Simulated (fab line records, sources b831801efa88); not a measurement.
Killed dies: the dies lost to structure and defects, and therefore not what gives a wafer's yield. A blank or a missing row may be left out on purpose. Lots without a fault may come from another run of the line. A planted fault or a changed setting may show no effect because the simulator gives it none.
Which tool is to blame? / flow sky130 / 42 wafers from 14 lots sampled at 6 of the route's 708 steps

## WHAT EACH GAUGE READ, for each wafer
SKY_VIA1_BOW_MEAS_03. Usual: VIA1_BOW gives 80 um (standard deviation 7.5).
lot=L577; measured=day 33 14:35; on=filmMetro-01; VIA1_BOW (um)=68 89 82; flag=
lot=L580; measured=day 34 01:40; on=filmMetro-04; VIA1_BOW (um)=77 76 74; flag=
lot=L582; measured=day 34 16:00; on=filmMetro-01; VIA1_BOW (um)=74 83 71; flag=
lot=L583; measured=day 35 02:14; on=filmMetro-04; VIA1_BOW (um)=68 84 73; flag=
lot=L584; measured=day 35 13:28; on=filmMetro-04; VIA1_BOW (um)=86 74 72; flag=
lot=L585; measured=day 35 16:33; on=filmMetro-04; VIA1_BOW (um)=78 72 94; flag=
lot=L587; measured=day 36 15:44; on=filmMetro-01; VIA1_BOW (um)=71 77 68; flag=
lot=L588; measured=day 36 22:28; on=filmMetro-01; VIA1_BOW (um)=94 96 96; flag=
lot=L590; measured=day 37 11:07; on=filmMetro-01; VIA1_BOW (um)=78 88 85; flag=
lot=L595; measured=day 38 17:37; on=filmMetro-04; VIA1_BOW (um)=85 68 80; flag=
lot=L600; measured=day 40 10:02; on=filmMetro-04; VIA1_BOW (um)=66 72 74; flag=
lot=L599; measured=day 40 12:56; on=filmMetro-04; VIA1_BOW (um)=80 75 77; flag=

SKY_METAL2_OVL_MEAS_16. Usual: METAL2_OVL gives 1 nm (standard deviation 5.3).
lot=L577; measured=day 35 20:52; on=overlay-01; METAL2_OVL (nm)=10 4 2; flag=
lot=L580; measured=day 36 08:22; on=overlay-02; METAL2_OVL (nm)=1 8 2; flag=
lot=L582; measured=day 36 22:49; on=overlay-01; METAL2_OVL (nm)=5 7 7; flag=
lot=L583; measured=day 37 08:49; on=overlay-02; METAL2_OVL (nm)=5 12 9; flag=
lot=L584; measured=day 37 19:10; on=overlay-02; METAL2_OVL (nm)=-6 0 2; flag=
lot=L585; measured=day 37 22:29; on=overlay-01; METAL2_OVL (nm)=3 1 2; flag=
lot=L587; measured=day 38 20:52; on=overlay-01; METAL2_OVL (nm)=-1 6 3; flag=
lot=L588; measured=day 39 02:49; on=overlay-01; METAL2_OVL (nm)=0 1 1; flag=
lot=L590; measured=day 39 16:57; on=overlay-02; METAL2_OVL (nm)=-9 0 -6; flag=
lot=L595; measured=day 40 20:46; on=overlay-01; METAL2_OVL (nm)=0 -10 2; flag=
lot=L600; measured=day 42 11:22; on=overlay-02; METAL2_OVL (nm)=1 -3 -4; flag=
lot=L599; measured=day 42 15:41; on=overlay-01; METAL2_OVL (nm)=6 0 10; flag=

## TOOL THAT RAN EACH LOT (tool first, then ch and the chambers of the sampled wafers, then the start)
lot=L577; SKY_LI_CONTACT_CMP_02=cmp-02 ch 0,1,2, day 28 14:45; SKY_METAL1_ETCH_18=rieMetal-03 ch 0,1, day 33 12:31; SKY_METAL1_METAL_ETCH_19=rieMetal-03 ch 0,1, day 33 12:35; SKY_METAL1_STRIP_20=plasmaAsher-01 ch 0, day 33 12:40
lot=L580; SKY_LI_CONTACT_CMP_02=cmp-01 ch 1,2,3, day 29 04:13; SKY_METAL1_ETCH_18=rieMetal-01 ch 0,1, day 34 00:02; SKY_METAL1_METAL_ETCH_19=rieMetal-01 ch 0,1, day 34 00:06; SKY_METAL1_STRIP_20=plasmaAsher-02 ch 0,1, day 34 00:11
lot=L582; SKY_LI_CONTACT_CMP_02=cmp-02 ch 0,1,3, day 29 20:39; SKY_METAL1_ETCH_18=rieMetal-01 ch 0,1, day 34 14:41; SKY_METAL1_METAL_ETCH_19=rieMetal-01 ch 0,1, day 34 14:45; SKY_METAL1_STRIP_20=plasmaAsher-02 ch 0,1, day 34 14:50
lot=L583; SKY_LI_CONTACT_CMP_02=cmp-02 ch 0,2,3, day 30 07:00; SKY_METAL1_ETCH_18=rieMetal-04 ch 0,1, day 35 01:01; SKY_METAL1_METAL_ETCH_19=rieMetal-04 ch 0,1, day 35 01:05; SKY_METAL1_STRIP_20=plasmaAsher-01 ch 0,1, day 35 01:10
lot=L584; SKY_LI_CONTACT_CMP_02=cmp-02 ch 0,2, day 30 18:22; SKY_METAL1_ETCH_18=rieMetal-01 ch 0,1, day 35 12:11; SKY_METAL1_METAL_ETCH_19=rieMetal-01 ch 0,1, day 35 12:15; SKY_METAL1_STRIP_20=plasmaAsher-03 ch 0,1, day 35 12:21
lot=L585; SKY_LI_CONTACT_CMP_02=cmp-01 ch 1,2,3, day 30 21:14; SKY_METAL1_ETCH_18=rieMetal-03 ch 0, day 35 15:17; SKY_METAL1_METAL_ETCH_19=rieMetal-03 ch 0, day 35 15:21; SKY_METAL1_STRIP_20=plasmaAsher-02 ch 0,1, day 35 15:26
lot=L587; SKY_LI_CONTACT_CMP_02=cmp-01 ch 0,1,3, day 31 21:28; SKY_METAL1_ETCH_18=rieMetal-03 ch 0,1, day 36 14:29; SKY_METAL1_METAL_ETCH_19=rieMetal-03 ch 0,1, day 36 14:33; SKY_METAL1_STRIP_20=plasmaAsher-03 ch 0,1, day 36 14:38
lot=L588; SKY_LI_CONTACT_CMP_02=cmp-02 ch 0,2,3, day 32 04:38; SKY_METAL1_ETCH_18=rieMetal-01 ch 0,1, day 36 21:10; SKY_METAL1_METAL_ETCH_19=rieMetal-01 ch 0,1, day 36 21:14; SKY_METAL1_STRIP_20=plasmaAsher-02 ch 0,1, day 36 21:20
lot=L590; SKY_LI_CONTACT_CMP_02=cmp-01 ch 0,1,3, day 32 18:00; SKY_METAL1_ETCH_18=rieMetal-04 ch 0,1, day 37 09:50; SKY_METAL1_METAL_ETCH_19=rieMetal-04 ch 0,1, day 37 09:54; SKY_METAL1_STRIP_20=plasmaAsher-01 ch 0,1, day 37 09:59
lot=L593; SKY_LI_CONTACT_CMP_02=cmp-02 ch 0,1,2, day 33 12:01; SKY_METAL1_ETCH_18=rieMetal-01 ch 0, day 38 03:11; SKY_METAL1_METAL_ETCH_19=rieMetal-01 ch 0, day 38 03:19; SKY_METAL1_STRIP_20=plasmaAsher-01 ch 0,1, day 38 03:30
lot=L594; SKY_LI_CONTACT_CMP_02=cmp-02 ch 0,2,3, day 34 00:33; SKY_METAL1_ETCH_18=rieMetal-04 ch 0,1, day 38 13:49; SKY_METAL1_METAL_ETCH_19=rieMetal-04 ch 0,1, day 38 13:53; SKY_METAL1_STRIP_20=plasmaAsher-03 ch 0,1, day 38 13:58
lot=L595; SKY_LI_CONTACT_CMP_02=cmp-01 ch 2,3, day 34 04:12; SKY_METAL1_ETCH_18=rieMetal-04 ch 0,1, day 38 16:23; SKY_METAL1_METAL_ETCH_19=rieMetal-04 ch 0,1, day 38 16:27; SKY_METAL1_STRIP_20=plasmaAsher-01 ch 0,1, day 38 16:32
lot=L600; SKY_LI_CONTACT_CMP_02=cmp-01 ch 0,1, day 35 21:30; SKY_METAL1_ETCH_18=rieMetal-01 ch 0, day 40 08:49; SKY_METAL1_METAL_ETCH_19=rieMetal-01 ch 0, day 40 08:53; SKY_METAL1_STRIP_20=plasmaAsher-02 ch 0,1, day 40 08:58
lot=L599; SKY_LI_CONTACT_CMP_02=cmp-02 ch 1,2, day 36 00:24; SKY_METAL1_ETCH_18=rieMetal-01 ch 0,1, day 40 11:38; SKY_METAL1_METAL_ETCH_19=rieMetal-01 ch 0,1, day 40 11:42; SKY_METAL1_STRIP_20=plasmaAsher-03 ch 0,1, day 40 11:48
- SKY_LI_CONTACT_CMP_02: polishes PSG.
- SKY_METAL1_ETCH_18: etches BARC in N2/H2, stops on SiO2, time 45.9 s, target depth 60 nm.
- SKY_METAL1_METAL_ETCH_19: etches the open film in Cl2/BCl3, stops on SiO2, target depth 360 nm, time 78 s.
- SKY_METAL1_STRIP_20: strips in O2/N2.

## WHAT THE TOOLS THEMSELVES READ (means of the sampled wafers that have a number; where no wafer has one, the mark that the record gives instead)
SKY_LI_CONTACT_CMP_02. Usual: motorCurrentA 12.2 A, standard deviation 1.4; timeToEndpointS 32 s, standard deviation 3.6.
lot=L577; tool=cmp-02; motorCurrentA (A)=11.7; timeToEndpointS (s)=30; flag=
lot=L580; tool=cmp-01; motorCurrentA (A)=12.8; timeToEndpointS (s)=34; flag=
lot=L582; tool=cmp-02; motorCurrentA (A)=12.0; timeToEndpointS (s)=31; flag=
lot=L583; tool=cmp-02; motorCurrentA (A)=11.3; timeToEndpointS (s)=29; flag=
lot=L584; tool=cmp-02; motorCurrentA (A)=12.3; timeToEndpointS (s)=30; flag=
lot=L585; tool=cmp-01; motorCurrentA (A)=12.9; timeToEndpointS (s)=30; flag=
lot=L587; tool=cmp-01; motorCurrentA (A)=12.6; timeToEndpointS (s)=31; flag=
lot=L588; tool=cmp-02; motorCurrentA (A)=11.2; timeToEndpointS (s)=26; flag=
lot=L590; tool=cmp-01; motorCurrentA (A)=12.6; timeToEndpointS (s)=37; flag=
lot=L593; tool=cmp-02; motorCurrentA (A)=12.1; timeToEndpointS (s)=30; flag=
lot=L594; tool=cmp-02; motorCurrentA (A)=11.6; timeToEndpointS (s)=33; flag=
lot=L595; tool=cmp-01; motorCurrentA (A)=12.4; timeToEndpointS (s)=30; flag=
lot=L600; tool=cmp-01; motorCurrentA (A)=12.7; timeToEndpointS (s)=29; flag=
lot=L599; tool=cmp-02; motorCurrentA (A)=11.8; timeToEndpointS (s)=36; flag=

SKY_METAL1_ETCH_18. Usual: biasW 100.01 W, standard deviation 0.27; chamberPressureMTorr 30.005 mTorr, standard deviation 0.027; drypumpMotorCurrentA 5.3 A, standard deviation 0.35; heBacksideLeakSccm 3.27 sccm, standard deviation 0.21; oesProductAu 0.855 a.u., standard deviation 0.0052; throttleValvePct 13.225 %, standard deviation 0.0093.
lot=L577; tool=rieMetal-03; biasW (W)=100.02; chamberPressureMTorr (mTorr)=30.013; drypumpMotorCurrentA (A)=5.8; heBacksideLeakSccm (sccm)=3.45; oesProductAu (a.u.)=0.854; throttleValvePct (%)=13.223; flag=
lot=L580; tool=rieMetal-01; biasW (W)=99.89; chamberPressureMTorr (mTorr)=30.024; drypumpMotorCurrentA (A)=5.1; heBacksideLeakSccm (sccm)=3.20; oesProductAu (a.u.)=0.853; throttleValvePct (%)=13.229; flag=
lot=L582; tool=rieMetal-01; biasW (W)=100.12; chamberPressureMTorr (mTorr)=30.023; drypumpMotorCurrentA (A)=5.0; heBacksideLeakSccm (sccm)=3.09; oesProductAu (a.u.)=0.854; throttleValvePct (%)=13.215; flag=
lot=L583; tool=rieMetal-04; biasW (W)=100.03; chamberPressureMTorr (mTorr)=30.010; drypumpMotorCurrentA (A)=5.3; heBacksideLeakSccm (sccm)=3.84; oesProductAu (a.u.)=0.853; throttleValvePct (%)=13.225; flag=
lot=L584; tool=rieMetal-01; biasW (W)=100.14; chamberPressureMTorr (mTorr)=30.006; drypumpMotorCurrentA (A)=5.1; heBacksideLeakSccm (sccm)=3.24; oesProductAu (a.u.)=0.850; throttleValvePct (%)=13.224; flag=
lot=L585; tool=rieMetal-03; biasW (W)=99.97; chamberPressureMTorr (mTorr)=29.989; drypumpMotorCurrentA (A)=6.1; heBacksideLeakSccm (sccm)=2.97; oesProductAu (a.u.)=0.856; throttleValvePct (%)=13.225; flag=
lot=L587; tool=rieMetal-03; biasW (W)=100.11; chamberPressureMTorr (mTorr)=30.007; drypumpMotorCurrentA (A)=5.9; heBacksideLeakSccm (sccm)=3.22; oesProductAu (a.u.)=0.853; throttleValvePct (%)=13.220; flag=
lot=L588; tool=rieMetal-01; biasW (W)=99.96; chamberPressureMTorr (mTorr)=29.968; drypumpMotorCurrentA (A)=5.0; heBacksideLeakSccm (sccm)=3.38; oesProductAu (a.u.)=0.849; throttleValvePct (%)=13.222; flag=
lot=L590; tool=rieMetal-04; biasW (W)=99.80; chamberPressureMTorr (mTorr)=29.996; drypumpMotorCurrentA (A)=5.3; heBacksideLeakSccm (sccm)=3.37; oesProductAu (a.u.)=0.847; throttleValvePct (%)=13.215; flag=
lot=L593; tool=rieMetal-01; biasW (W)=-; chamberPressureMTorr (mTorr)=-; drypumpMotorCurrentA (A)=-; heBacksideLeakSccm (sccm)=-; oesProductAu (a.u.)=-; throttleValvePct (%)=-; flag=OFF
lot=L594; tool=rieMetal-04; biasW (W)=-; chamberPressureMTorr (mTorr)=-; drypumpMotorCurrentA (A)=-; heBacksideLeakSccm (sccm)=-; oesProductAu (a.u.)=-; throttleValvePct (%)=-; flag=OFF
lot=L595; tool=rieMetal-04; biasW (W)=100.18; chamberPressureMTorr (mTorr)=30.013; drypumpMotorCurrentA (A)=5.3; heBacksideLeakSccm (sccm)=3.21; oesProductAu (a.u.)=0.856; throttleValvePct (%)=13.214; flag=
lot=L600; tool=rieMetal-01; biasW (W)=99.96; chamberPressureMTorr (mTorr)=30.019; drypumpMotorCurrentA (A)=5.3; heBacksideLeakSccm (sccm)=3.26; oesProductAu (a.u.)=0.856; throttleValvePct (%)=13.219; flag=
lot=L599; tool=rieMetal-01; biasW (W)=100.19; chamberPressureMTorr (mTorr)=29.995; drypumpMotorCurrentA (A)=5.0; heBacksideLeakSccm (sccm)=3.11; oesProductAu (a.u.)=0.852; throttleValvePct (%)=13.227; flag=

SKY_METAL1_METAL_ETCH_19. Usual: bcl3FlowSccm 29.99 sccm, standard deviation 0.088; biasW 48.49 W, standard deviation 0.14; drypumpMotorCurrentA 5.3 A, standard deviation 0.34; heBacksideLeakSccm 3.29 sccm, standard deviation 0.27; oesProductAu 0.855 a.u., standard deviation 0.006; throttleValvePct 22.264 %, standard deviation 0.0095.
lot=L577; tool=rieMetal-03; bcl3FlowSccm (sccm)=30.01; biasW (W)=48.58; drypumpMotorCurrentA (A)=5.8; heBacksideLeakSccm (sccm)=3.35; oesProductAu (a.u.)=0.852; throttleValvePct (%)=22.263; flag=
lot=L580; tool=rieMetal-01; bcl3FlowSccm (sccm)=29.84; biasW (W)=48.43; drypumpMotorCurrentA (A)=5.1; heBacksideLeakSccm (sccm)=3.19; oesProductAu (a.u.)=0.856; throttleValvePct (%)=22.266; flag=
lot=L582; tool=rieMetal-01; bcl3FlowSccm (sccm)=29.97; biasW (W)=48.40; drypumpMotorCurrentA (A)=5.0; heBacksideLeakSccm (sccm)=3.26; oesProductAu (a.u.)=0.854; throttleValvePct (%)=22.267; flag=
lot=L583; tool=rieMetal-04; bcl3FlowSccm (sccm)=29.94; biasW (W)=48.54; drypumpMotorCurrentA (A)=5.3; heBacksideLeakSccm (sccm)=3.34; oesProductAu (a.u.)=0.854; throttleValvePct (%)=22.265; flag=
lot=L584; tool=rieMetal-01; bcl3FlowSccm (sccm)=29.97; biasW (W)=48.48; drypumpMotorCurrentA (A)=5.2; heBacksideLeakSccm (sccm)=3.25; oesProductAu (a.u.)=0.852; throttleValvePct (%)=22.265; flag=
lot=L585; tool=rieMetal-03; bcl3FlowSccm (sccm)=30.00; biasW (W)=48.27; drypumpMotorCurrentA (A)=6.0; heBacksideLeakSccm (sccm)=3.27; oesProductAu (a.u.)=0.856; throttleValvePct (%)=22.274; flag=
lot=L587; tool=rieMetal-03; bcl3FlowSccm (sccm)=30.03; biasW (W)=48.59; drypumpMotorCurrentA (A)=5.9; heBacksideLeakSccm (sccm)=3.05; oesProductAu (a.u.)=0.852; throttleValvePct (%)=22.265; flag=
lot=L588; tool=rieMetal-01; bcl3FlowSccm (sccm)=30.06; biasW (W)=48.43; drypumpMotorCurrentA (A)=5.0; heBacksideLeakSccm (sccm)=4.17; oesProductAu (a.u.)=0.861; throttleValvePct (%)=22.271; flag=OFF
lot=L590; tool=rieMetal-04; bcl3FlowSccm (sccm)=30.01; biasW (W)=48.43; drypumpMotorCurrentA (A)=5.3; heBacksideLeakSccm (sccm)=3.27; oesProductAu (a.u.)=0.855; throttleValvePct (%)=22.263; flag=
lot=L593; tool=rieMetal-01; bcl3FlowSccm (sccm)=29.98; biasW (W)=48.53; drypumpMotorCurrentA (A)=5.3; heBacksideLeakSccm (sccm)=3.18; oesProductAu (a.u.)=0.377; throttleValvePct (%)=22.266; flag=OFF
lot=L594; tool=rieMetal-04; bcl3FlowSccm (sccm)=29.96; biasW (W)=48.58; drypumpMotorCurrentA (A)=5.3; heBacksideLeakSccm (sccm)=3.32; oesProductAu (a.u.)=0.372; throttleValvePct (%)=22.260; flag=OFF
lot=L595; tool=rieMetal-04; bcl3FlowSccm (sccm)=29.93; biasW (W)=48.50; drypumpMotorCurrentA (A)=5.3; heBacksideLeakSccm (sccm)=3.32; oesProductAu (a.u.)=0.858; throttleValvePct (%)=22.265; flag=
lot=L600; tool=rieMetal-01; bcl3FlowSccm (sccm)=29.91; biasW (W)=48.47; drypumpMotorCurrentA (A)=5.3; heBacksideLeakSccm (sccm)=3.29; oesProductAu (a.u.)=0.852; throttleValvePct (%)=22.269; flag=
lot=L599; tool=rieMetal-01; bcl3FlowSccm (sccm)=29.94; biasW (W)=48.52; drypumpMotorCurrentA (A)=5.0; heBacksideLeakSccm (sccm)=3.07; oesProductAu (a.u.)=0.858; throttleValvePct (%)=22.268; flag=

SKY_METAL1_STRIP_20. Usual: drypumpMotorCurrentA 5.9 A, standard deviation 0.48; oesProductAu 0.342 a.u., standard deviation 0.0048; stripTimeToEndpointS 2.68 s, standard deviation 0.039.
lot=L577; tool=plasmaAsher-01; drypumpMotorCurrentA (A)=6.6; oesProductAu (a.u.)=0.345; stripTimeToEndpointS (s)=2.74; flag=
lot=L580; tool=plasmaAsher-02; drypumpMotorCurrentA (A)=5.7; oesProductAu (a.u.)=0.343; stripTimeToEndpointS (s)=2.63; flag=
lot=L582; tool=plasmaAsher-02; drypumpMotorCurrentA (A)=5.7; oesProductAu (a.u.)=0.344; stripTimeToEndpointS (s)=2.72; flag=
lot=L583; tool=plasmaAsher-01; drypumpMotorCurrentA (A)=6.1; oesProductAu (a.u.)=0.346; stripTimeToEndpointS (s)=2.71; flag=
lot=L584; tool=plasmaAsher-03; drypumpMotorCurrentA (A)=6.0; oesProductAu (a.u.)=0.343; stripTimeToEndpointS (s)=2.73; flag=
lot=L585; tool=plasmaAsher-02; drypumpMotorCurrentA (A)=5.6; oesProductAu (a.u.)=0.341; stripTimeToEndpointS (s)=2.70; flag=
lot=L587; tool=plasmaAsher-03; drypumpMotorCurrentA (A)=6.1; oesProductAu (a.u.)=0.338; stripTimeToEndpointS (s)=2.66; flag=
lot=L588; tool=plasmaAsher-02; drypumpMotorCurrentA (A)=5.7; oesProductAu (a.u.)=0.345; stripTimeToEndpointS (s)=2.68; flag=
lot=L590; tool=plasmaAsher-01; drypumpMotorCurrentA (A)=6.1; oesProductAu (a.u.)=0.340; stripTimeToEndpointS (s)=2.65; flag=
lot=L593; tool=plasmaAsher-01; drypumpMotorCurrentA (A)=6.1; oesProductAu (a.u.)=0.362; stripTimeToEndpointS (s)=3.18; flag=OFF
lot=L594; tool=plasmaAsher-03; drypumpMotorCurrentA (A)=6.0; oesProductAu (a.u.)=0.365; stripTimeToEndpointS (s)=3.16; flag=OFF
lot=L595; tool=plasmaAsher-01; drypumpMotorCurrentA (A)=6.1; oesProductAu (a.u.)=0.340; stripTimeToEndpointS (s)=2.67; flag=
lot=L600; tool=plasmaAsher-02; drypumpMotorCurrentA (A)=5.7; oesProductAu (a.u.)=0.342; stripTimeToEndpointS (s)=2.67; flag=
lot=L599; tool=plasmaAsher-03; drypumpMotorCurrentA (A)=6.1; oesProductAu (a.u.)=0.343; stripTimeToEndpointS (s)=2.70; flag=

## THE ANSWER, worked out from the rows above alone
Rule: a lot counts as off when the mean over its wafers that have a number is more than 3 standard deviations away from the usual mean. A lot without any number at a reading at which 4 lots or more have one is off too. The other lots that the step has rows for count as sound. After the gauges, taken in route order, come the tools' own readings; for these a lot's mean is taken, as printed above. The first step at which some lot is off is used, and at that step the reading that is off furthest; a lot without a number counts as furthest.
Off: L593, L594 (SKY_METAL1_ETCH_18, biasW). Without a number there: L593, L594.
If a tool, at that step or one of the process steps before it, ran each lot that is off and ran no sound lot following the first of them, it fits. None of those tried fits.

## WHAT WAS PUT IN BY THE SIMULATOR
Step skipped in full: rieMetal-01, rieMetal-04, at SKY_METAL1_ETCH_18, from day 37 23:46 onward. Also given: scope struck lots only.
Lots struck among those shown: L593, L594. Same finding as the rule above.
